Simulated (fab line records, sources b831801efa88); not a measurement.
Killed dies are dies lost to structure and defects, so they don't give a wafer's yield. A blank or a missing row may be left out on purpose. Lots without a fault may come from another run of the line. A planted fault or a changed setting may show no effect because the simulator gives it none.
A struck lot beside a sound one | flow sky130 | 15 steps out of a route of 708
Sound: wafers L429.1, L429.3, L429.5. Struck: wafer L418.6. (L418.4, L418.5 of the same lot were not struck and are left out.) The cause comes at the end.
At each step with rows: each side's tool, then ch and its chambers, then its first start. Under that, the readings that differ: sound wafers | struck wafers | difference of the means | sigmas: that difference in standard deviations of wafers without a fault.
alike: readings whose means differ by less than 2 such deviations, and words and numbers that are the same on both sides. not compared: withheld readings, readings that some wafer has no value for, bounds like >300 that may hide the same value, and numbers for which the record gives no deviation and whose values overlap.
The two part at a step that has a row with sigmas, a row that says differs or no value, or rows on one side only. Numbers that don't overlap but have no deviation are shown without sigmas and don't part them. A reading that every wafer of one side lacks parts them only if that side has two wafers or more.

first, 7 steps without rows for these wafers: SKY_METAL4_HMDS_06 (prime time 60 s); SKY_METAL4_COAT_07 (resist thk 60 nm); SKY_METAL4_COAT_08 (resist thk 1140 nm); SKY_METAL4_SOFTBAKE_09 (time 90 s); SKY_METAL4_EXPOSE_10 (exposes mask MM4, target cd 300 nm); SKY_METAL4_PEB_11; SKY_METAL4_DEVELOP_12 (develop time 60 s).
SKY_METAL4_CD_MEAS_13: target cd 300 nm.
  sound on cd_sem-01, day 47 14:24; struck on cd_sem-02, day 45 00:46
  alike: cd_nm
SKY_METAL4_OVL_MEAS_14:
  sound on overlay-01, day 47 14:31; struck on overlay-01, day 45 00:50
  alike: METAL4_OVL
SKY_METAL4_DESCUM_15: chemistry O2, time 8 s.
  sound on rie_metal-01 ch 0, day 47 14:34; struck on rie_metal-03 ch 1, day 45 00:52
  alike: drypump_motor_current_A, oes_product_au
  not compared: rf_hours_counter_h
SKY_METAL4_ETCH_16: etches BARC in N2/H2, stops on SiO2, time 88.2 s, target depth 60 nm.
  sound on rie_metal-01 ch 0, day 47 14:35; struck on rie_metal-03 ch 1, day 45 00:55
  reading    | sound             | struck | difference | sigmas
  bias_w (W) | 101.1 101.8 101.5 | 100.8  | -0.7       | -2
  alike: drypump_motor_current_A, oes_product_au, throttle_valve_pct
  not compared: rf_hours_counter_h
SKY_METAL4_ETCH_17: etches SiO2 in C4F8/O2/Ar, stops on TiN, time 3.9 s, target depth 15 nm.
  sound on rie_diel-01 ch 1,2,3, day 47 14:41; struck on rie_diel-02 ch 1, day 45 00:59
  reading    | sound          | struck | difference | sigmas
  bias_w (W) | 1200 1201 1204 | 1190   | -12        | -3
  alike: oes_product_au
  not compared: rf_hours_counter_h
SKY_METAL4_METAL_ETCH_18: etches the open film in Cl2/BCl3, stops on SiO2, target depth 845 nm, time 183.1 s.
  sound on rie_metal-04 ch 0, day 47 14:43; struck on rie_metal-04 ch 0, day 45 01:04
  reading    | sound             | struck | difference | sigmas
  bias_w (W) | 48.73 48.78 48.63 | 49.91  | +1.20      | +7
  alike: drypump_motor_current_A, oes_product_au, throttle_valve_pct
  not compared: rf_hours_counter_h
SKY_METAL4_STRIP_19: strips in O2/N2.
  sound on plasma_asher-02 ch 0,1, day 47 15:04; struck on plasma_asher-01 ch 0, day 45 01:13
  reading                     | sound       | struck | difference | sigmas
  drypump_motor_current_A (A) | 4.9 5.8 4.9 | 6.2    | +1.0       | +2
  alike: oes_product_au, strip_time_to_endpoint_s
  not compared: rf_hours_counter_h
-- the record jumps here: 4 days lie between the struck wafers' starts before and after (it left off in module METAL4 and takes up again in module PAD_OPEN, whose first step shown is number 708 of the route) --
SKY_PAD_OPEN_PROBE_99:
  the record has rows for the struck wafers here (prober-01, day 48 13:53) and none for the sound ones

WHERE THEY PART
First at SKY_METAL4_ETCH_16; last, within this record, at SKY_PAD_OPEN_PROBE_99.

WHY: what the simulator had put in
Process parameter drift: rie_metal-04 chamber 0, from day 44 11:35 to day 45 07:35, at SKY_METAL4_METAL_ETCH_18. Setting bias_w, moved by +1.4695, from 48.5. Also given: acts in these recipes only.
